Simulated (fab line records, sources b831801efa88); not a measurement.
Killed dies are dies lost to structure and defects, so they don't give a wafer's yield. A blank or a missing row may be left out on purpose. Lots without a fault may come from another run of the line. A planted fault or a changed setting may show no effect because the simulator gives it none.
fab line records | flow sfq_line
record lots=14 wafers=42 last_day=95
route steps=325 shown INCOMING@1 M0@41 M1@59 I1@83
lots that met no fault: from a run of the same line without faults
start_h: hours from the record's first day to the start of the lot's first wafer shown | wait_h: hours since the lot's step before | " the same as in the row above | L1.1+2: a row that stands for several wafers | - no value, or no start given | * or withheld: withheld | < > ~ a bound
route shown NAME@n: a module of which the file shows steps, and the number in the route of the first | usual: mean/standard deviation of fault-free wafers | same: alike in all rows | chamber/n: place in a boat | sites: the reading at each site | _std_site: their standard deviation | _edge_site: outer sites' mean less inner sites' | radius_mm: how far each site lies from the wafer's centre | mask NAME#n: copy n | behind: the tool/chamber that last shaped the wafer | hold: why the lot was held/for how many hours/how that ended | device: the transistor (n, p or np) that didn't switch | end of line: the same wafers' tests at the end of the route | a step without rows: its recipe alone | killed: dies lost to structure and defects at the first sort, not the wafer's yield | map: a wafer's dies, x killed, . not, _ none there
set.NAME: the setting as run; set.NAME@STEP: as run at that earlier step | model.NAME: the simulator's own value behind a step, which no gauge read
steps of the route over a sample of lots; a table a step, a row a wafer
services: from which hour (start_h, from the record's first day; less than 0 if before it) a tool's chamber was out of use, for how many hours, and why
## steps
# step SFQ_INCOMING_BOW_MEAS_900
# recipe mode=bow
# usual INCOMING_BOW=-1/6.2
# columns lot.wafer tool chamber start_h wait_h INCOMING_BOW[um]
L215.1 film_metro-04 - 10.00 - -3
L215.4 " - " " 2
L215.5 " - " " -4
L216.1 film_metro-02 - 15.00 - -1
L216.4 " - " " 6
L216.6 " - " " -3
L217.1 film_metro-02 - 20.00 - -8
L217.4 " - " " 4
L217.6 " - " " 11
L218.1 film_metro-04 - 25.00 - 0
L218.3 " - " " -1
L218.5 " - " " 4
L219.1 film_metro-02 - 30.00 - -4
L219.3 " - " " -15
L219.6 " - " " -14
L220.4 film_metro-02 - 35.06 - 0
L220.5 " - " " 4
L220.6 " - " " 9
L221.1 film_metro-02 - 40.00 - -8
L221.3 " - " " -1
L221.5 " - " " -6
L222.3 film_metro-04 - 45.04 - -4
L222.4 " - " " 14
L222.6 " - " " -4
L223.2 film_metro-02 - 50.02 - 2
L223.5 " - " " 14
L223.6 " - " " 9
L229.3 film_metro-02 - 80.04 - -1
L229.5 " - " " 0
L229.6 " - " " -7
L231.1 film_metro-03 - 90.00 - -1
L231.2 " - " " 0
L231.6 " - " " 0
L236.2 film_metro-03 - 115.02 - -7
L236.3 " - " " 4
L236.4 " - " " 5
L237.1 film_metro-04 - 120.00 - -11
L237.2 " - " " -4
L237.3 " - " " 1
L238.2 film_metro-02 - 125.02 - 4
L238.4 " - " " -1
L238.5 " - " " 5
# step SFQ_TRILAYER_M0_STRIP_STRIP_025
# recipe gas=O2 power_w=200 platen_temp_c=40 overash_fraction=0.65 chemistry=O2 pressure_mtorr=50
# usual drypump_motor_current_A=5.6/0.42 he_backside_leak_sccm=3.37/0.25 oes_product_au=1.002/0.0078
# columns lot.wafer tool chamber start_h wait_h drypump_motor_current_A he_backside_leak_sccm oes_product_au rf_hours_counter_h
L215.1 rie_metal-03 1 259.68 0.1 5.8 3.37 1.001 176
L215.4 " 1 " " 5.8 3.36 1.007 -
L215.5 " 1 " " 5.8 3.52 1.009 -
L216.1 rie_metal-03 1 264.48 0.1 5.8 3.37 1.005 177
L216.4 " 1 " " 5.8 3.27 1.011 -
L216.6 " 1 " " 5.7 3.27 0.994 -
L217.1 rie_metal-02 1 275.28 0.1 6.4 3.25 1.007 170
L217.4 " 1 " " 6.5 3.33 1.005 -
L217.6 " 0 " " 5.3 3.48 1.006 -
L218.1 rie_metal-03 1 284.88 0.1 5.8 3.44 1.001 180
L218.3 " 0 " " 5.5 3.21 0.994 -
L218.5 " 1 " " 5.8 3.45 1.008 -
L219.1 rie_metal-02 1 295.68 0.1 6.4 3.43 1.000 173
L219.3 " 0 " " 5.3 3.62 0.997 -
L219.6 " 0 " " 5.3 3.22 1.000 -
L220.4 rie_metal-04 0 314.00 0.2 5.2 3.66 1.004 -
L220.5 " 0 " " 5.2 3.67 1.006 -
L220.6 " 1 " " 5.2 3.88 0.996 -
L221.1 rie_metal-03 0 324.79 0.2 5.4 3.54 0.979 27
L221.3 " 0 " " 5.5 3.34 0.992 -
L221.5 " 0 " " 5.5 3.45 0.995 -
L222.3 rie_metal-02 0 333.20 0.2 5.3 3.72 1.001 -
L222.4 " 1 " " 6.5 3.35 1.000 -
L222.6 " 0 " " 5.3 3.29 0.998 -
L223.2 rie_metal-03 0 346.20 0.1 5.5 3.45 0.995 33
L223.5 " 0 " " 5.5 3.17 0.997 -
L223.6 " 1 " " 5.7 3.18 1.015 -
L229.3 rie_metal-04 1 398.20 0.5 5.1 3.38 0.994 -
L229.5 " 1 " " 5.2 3.33 0.995 -
L229.6 " 1 " " 5.1 3.45 1.006 -
L231.1 rie_metal-02 1 409.61 0.1 6.4 3.19 0.992 2
L231.2 " 0 " " 5.3 3.50 1.003 49
L231.6 " 1 " " 6.5 3.24 0.994 -
L236.2 rie_metal-02 0 465.60 0.1 5.3 3.23 1.018 57
L236.3 " 1 " " 6.4 3.05 1.000 -
L236.4 " 0 " " 5.3 3.39 1.009 -
L237.1 rie_metal-02 1 477.39 0.1 6.5 3.27 0.992 12
L237.2 " 0 " " 5.3 3.62 1.007 59
L237.3 " 0 " " 5.3 3.56 1.003 -
L238.2 rie_metal-02 1 485.79 0.1 6.4 3.10 0.996 13
L238.4 " 1 " " 6.4 3.07 0.993 -
L238.5 " 0 " " 5.3 3.67 1.015 -
# step SFQ_TRILAYER_M1_DEP_SPUTTER_037
# recipe material=Nb base_pressure_pa=1.33e-06 chamber_pressure_pa=0.1333 substrate_temp_c=20 resputter_cathode_voltage_v=400 target_thk_nm=200 power_w=2000 time_s=133.3
# usual cathode_dc_power_W=2000.0/0.4 throttle_valve_pct=30.3/1
# columns lot.wafer tool chamber start_h wait_h cathode_dc_power_W throttle_valve_pct
L215.1 pvd_sputter-03 - 394.79 0.0 2000.0 29.9
L215.4 " - " " 1999.5 30.1
L215.5 " - " " 2000.5 30.0
L216.1 pvd_sputter-05 - 399.60 0.0 2000.3 28.1
L216.4 " - " " 2000.0 31.6
L216.6 " - " " 1999.8 30.7
L217.1 pvd_sputter-04 - 414.71 0.0 1999.6 30.4
L217.4 " - " " 2000.0 29.9
L217.6 " - " " 2000.0 29.6
L218.1 pvd_sputter-05 - 427.51 0.0 1999.5 31.4
L218.3 " - " " 1999.8 28.0
L218.5 " - " " 2000.5 27.9
L219.1 pvd_sputter-05 - 439.31 0.0 2000.4 31.4
L219.3 " - " " 2000.3 27.9
L219.6 " - " " 1999.3 31.0
L220.4 pvd_sputter-03 - 463.84 0.0 1999.6 30.1
L220.5 " - " " 1999.9 30.9
L220.6 " - " " 1999.8 31.1
L221.1 pvd_sputter-04 - 472.16 0.0 2000.2 29.8
L221.3 " - " " 1999.4 30.7
L221.5 " - " " 2000.0 29.8
L222.3 pvd_sputter-04 - 483.14 0.0 2000.2 29.3
L222.4 " - " " 1999.6 29.7
L222.6 " - " " 1999.7 29.1
L223.2 pvd_sputter-04 - 497.36 0.0 2000.3 30.5
L223.5 " - " " 1999.8 30.4
L223.6 " - " " 1999.2 29.4
L229.3 pvd_sputter-03 - 565.81 0.0 1999.9 31.3
L229.5 " - " " 2000.4 31.0
L229.6 " - " " 2107.1 30.2
L231.1 pvd_sputter-03 - 580.90 0.0 2107.3 30.1
L231.2 " - " " 1998.9 31.2
L231.6 " - " " 2000.6 31.2
L236.2 pvd_sputter-05 - 627.70 0.0 2000.2 28.0
L236.3 " - " " 2000.1 31.5
L236.4 " - " " 2000.4 31.0
L237.1 pvd_sputter-03 - 640.90 0.0 1999.7 30.0
L237.2 " - " " 2000.0 31.1
L237.3 " - " " 2000.4 31.1
L238.2 pvd_sputter-05 - 651.83 0.0 1999.1 31.1
L238.4 " - " " 2000.0 31.4
L238.5 " - " " 2000.2 27.8
# step SFQ_M1_RS_MEAS_909
# recipe thk_meas_gauge=four-point-probe reads=Nb_of_TRILAYER_M1_DEP_SPUTTER_037
# usual M1_NB_RS=0.893/0.01
# columns lot.wafer tool chamber start_h wait_h M1_NB_RS[ohm/sq]
L215.1 film_metro-03 - 394.88 0.0 0.894
L215.4 " - " " 0.887
L215.5 " - " " 0.895
L216.1 film_metro-04 - 399.69 0.0 0.901
L216.4 " - " " 0.895
L216.6 " - " " 0.922
L217.1 film_metro-03 - 414.80 0.0 0.900
L217.4 " - " " 0.887
L217.6 " - " " 0.894
L218.1 film_metro-04 - 427.60 0.0 0.903
L218.3 " - " " 0.898
L218.5 " - " " 0.898
L219.1 film_metro-03 - 439.40 0.0 0.902
L219.3 " - " " 0.898
L219.6 " - " " 0.908
L220.4 film_metro-03 - 463.99 0.1 0.893
L220.5 " - " " 0.888
L220.6 " - " " 0.891
L221.1 film_metro-04 - 472.25 0.0 0.897
L221.3 " - " " 0.899
L221.5 " - " " 0.892
L222.3 film_metro-04 - 483.27 0.1 0.900
L222.4 " - " " 0.901
L222.6 " - " " 0.895
L223.2 film_metro-03 - 497.47 0.1 0.890
L223.5 " - " " 0.878
L223.6 " - " " 0.879
L229.3 film_metro-02 - 565.94 0.1 0.887
L229.5 " - " " 0.890
L229.6 " - " " 0.854
L231.1 film_metro-03 - 580.99 0.0 0.848
L231.2 " - " " 0.883
L231.6 " - " " 0.883
L236.2 film_metro-04 - 627.81 0.1 0.884
L236.3 " - " " 0.899
L236.4 " - " " 0.884
L237.1 film_metro-02 - 640.99 0.0 0.880
L237.2 " - " " 0.876
L237.3 " - " " 0.879
L238.2 film_metro-04 - 651.94 0.1 0.893
L238.4 " - " " 0.897
L238.5 " - " " 0.907
# step SFQ_TRILAYER_M1_ETCH_METAL_ETCH_042
# recipe target=Nb stop_on=SiO2 mask_material=PR chemistry=Cl2/Ar target_depth_nm=240 icp_w=600 bias_w=80 pressure_mtorr=10 time_s=120
# usual drypump_motor_current_A=5.6/0.36 he_backside_leak_sccm=3.5/0.37 oes_product_au=0.892/0.0073
# columns lot.wafer tool chamber start_h wait_h drypump_motor_current_A he_backside_leak_sccm oes_product_au rf_hours_counter_h
L215.1 rie_metal-02 0 552.99 0.0 5.3 3.5 0.888 69
L215.4 " 1 " " 6.4 2.9 0.893 -
L215.5 " 0 " " 5.3 3.8 0.892 -
L216.1 rie_metal-03 0 561.31 0.0 5.5 3.3 0.893 62
L216.4 " 0 " " 5.5 3.3 0.891 -
L216.6 " 0 " " 5.5 3.2 0.881 -
L217.1 rie_metal-03 1 581.21 0.0 5.8 3.1 0.888 31
L217.4 " 0 " " 5.5 3.2 0.894 -
L217.6 " 1 " " 5.8 3.0 0.900 -
L218.1 rie_metal-01 1 589.61 0.0 5.4 3.3 0.887 2
L218.3 " 0 " " 5.4 3.9 0.897 -
L218.5 " 0 " " 5.4 3.7 0.880 -
L219.1 rie_metal-01 0 598.01 0.0 5.3 3.6 0.892 82
L219.3 " 1 " " 5.4 3.4 0.883 -
L219.6 " 0 " " 5.4 3.8 0.889 -
L220.4 rie_metal-02 1 622.05 0.1 6.5 3.3 0.892 -
L220.5 " 0 " " 5.3 3.4 0.897 -
L220.6 " 1 " " 6.5 3.2 0.900 -
L221.1 rie_metal-01 1 630.62 0.1 5.4 3.8 0.892 6
L221.3 " 1 " " 5.4 3.8 0.886 -
L221.5 " 1 " " 5.4 3.5 0.897 -
L222.3 rie_metal-02 1 641.25 0.1 6.4 3.1 0.894 -
L222.4 " 0 " " 5.3 3.6 0.895 -
L222.6 " 0 " " 5.3 3.7 0.898 -
L223.2 rie_metal-02 0 654.53 0.0 5.3 3.6 0.892 85
L223.5 " 1 " " 6.5 3.2 0.901 -
L223.6 " 0 " " 5.3 3.3 0.896 -
L229.3 rie_metal-03 1 722.32 0.1 5.8 3.3 0.899 -
L229.5 " 1 " " 5.8 3.0 0.893 -
L229.6 " 0 " " 5.5 3.1 0.914 -
L231.1 rie_metal-01 1 740.16 0.0 5.4 3.5 0.919 23
L231.2 " 0 " " 5.3 3.4 0.896 99
L231.6 " 0 " " 5.4 3.5 0.895 -
L236.2 rie_metal-01 0 783.95 0.0 5.4 3.8 0.900 104
L236.3 " 0 " " 5.4 3.7 0.894 -
L236.4 " 1 " " 5.4 3.6 0.899 -
L237.1 rie_metal-02 0 797.15 0.0 5.3 3.7 0.905 102
L237.2 " 1 " " 6.4 3.3 0.902 57
L237.3 " 1 " " 6.4 3.3 0.894 -
L238.2 rie_metal-03 1 805.55 0.0 5.8 3.2 0.888 53
L238.4 " 1 " " 5.8 3.2 0.888 -
L238.5 " 0 " " 5.5 3.3 0.885 -
# step SFQ_I1_OVL_MEAS_913
# usual I1_OVL=1/4.8
# columns lot.wafer tool chamber start_h wait_h I1_OVL[nm]
L215.1 overlay-01 - 561.50 0.1 0
L215.4 " - " " 3
L215.5 " - " " -3
L216.1 overlay-02 - 572.57 0.1 0
L216.4 " - " " -1
L216.6 " - " " 1
L217.1 overlay-01 - 591.19 0.1 4
L217.4 " - " " 8
L217.6 " - " " 4
L218.1 overlay-01 - 597.17 0.1 8
L218.3 " - " " 5
L218.5 " - " " 5
L219.1 overlay-01 - 605.59 0.1 8
L219.3 " - " " 6
L219.6 " - " " 8
L220.4 overlay-02 - 630.10 0.1 -1
L220.5 " - " " 6
L220.6 " - " " 2
L221.1 overlay-02 - 639.11 0.1 5
L221.3 " - " " -2
L221.5 " - " " 0
L222.3 overlay-01 - 701.05 0.1 -3
L222.4 " - " " -4
L222.6 " - " " -6
L223.2 overlay-01 - 702.24 0.1 6
L223.5 " - " " 1
L223.6 " - " " 1
L229.3 overlay-02 - 730.48 0.1 8
L229.5 " - " " 7
L229.6 " - " " 2
L231.1 overlay-01 - 748.82 0.1 -6
L231.2 " - " " -4
L231.6 " - " " -2
L236.2 overlay-01 - 792.10 0.1 1
L236.3 " - " " 2
L236.4 " - " " -2
L237.1 overlay-01 - 805.64 0.1 -4
L237.2 " - " " 5
L237.3 " - " " -5
L238.2 overlay-01 - 820.79 0.1 -2
L238.4 " - " " -4
L238.5 " - " " -3
## services
# columns tool chamber start_h hours kind
rie_metal-02 - 245.08 0.7 repair
pvd_sputter-03 - 294.09 1.5 repair
rie_metal-01 - 323.76 1.2 repair
pvd_sputter-03 - 358.34 4.2 repair
rie_metal-01 - 422.46 0.2 repair
pvd_sputter-03 - 427.33 1.2 repair
rie_metal-03 1 443.79 8.5 repair
rie_metal-02 - 456.79 0.6 repair
rie_metal-03 - 498.99 4.9 repair
pvd_sputter-03 - 523.77 3.4 repair
rie_metal-03 - 578.56 1.0 repair
rie_metal-03 0 599.35 48.2 repair
pvd_sputter-05 - 603.18 3.4 repair
pvd_sputter-03 - 617.97 2.3 repair
rie_metal-03 1 627.63 16.1 repair
rie_metal-02 - 633.73 0.5 repair
rie_metal-03 - 646.13 28.1 pm
pvd_sputter-05 - 663.15 3.0 repair
rie_metal-03 - 674.23 2.8 pm
rie_metal-03 1 685.24 2.5 repair
pvd_sputter-03 - 722.58 3.1 repair
rie_metal-02 - 746.79 0.6 repair
rie_metal-03 - 751.85 15.6 pm
rie_metal-02 0 775.72 5.6 repair
## key
first_sign step=SFQ_TRILAYER_M1_DEP_SPUTTER_037 reading=cathode_dc_power_W direction=up sigmas=99+ usual=2000.0 struck=2107.2
effect step=SFQ_M1_RS_MEAS_909 reading=M1_NB_RS direction=down sigmas=4.1 usual=0.893 struck=0.851
effect step=SFQ_TRILAYER_M1_ETCH_METAL_ETCH_042 reading=oes_product_au direction=up sigmas=3.4 usual=0.892 struck=0.917
met_at SFQ_TRILAYER_M1_DEP_SPUTTER_037
struck_lots L229,L231
struck_wafers L229.6,L231.1
not_acting_at SFQ_INCOMING_BOW_MEAS_900,SFQ_TRILAYER_M0_STRIP_STRIP_025,SFQ_I1_OVL_MEAS_913
onset_between 394.79 565.81
fault kind=process_parameter_drift tool=pvd_sputter-03 chamber=- onset_h=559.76 steps=SFQ_TRILAYER_M1_DEP_SPUTTER_037 channel=power_w offset=107.46 shape=step end_h=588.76 acts_in=these_recipes_only stated=2000 scope=struck_wafers_only
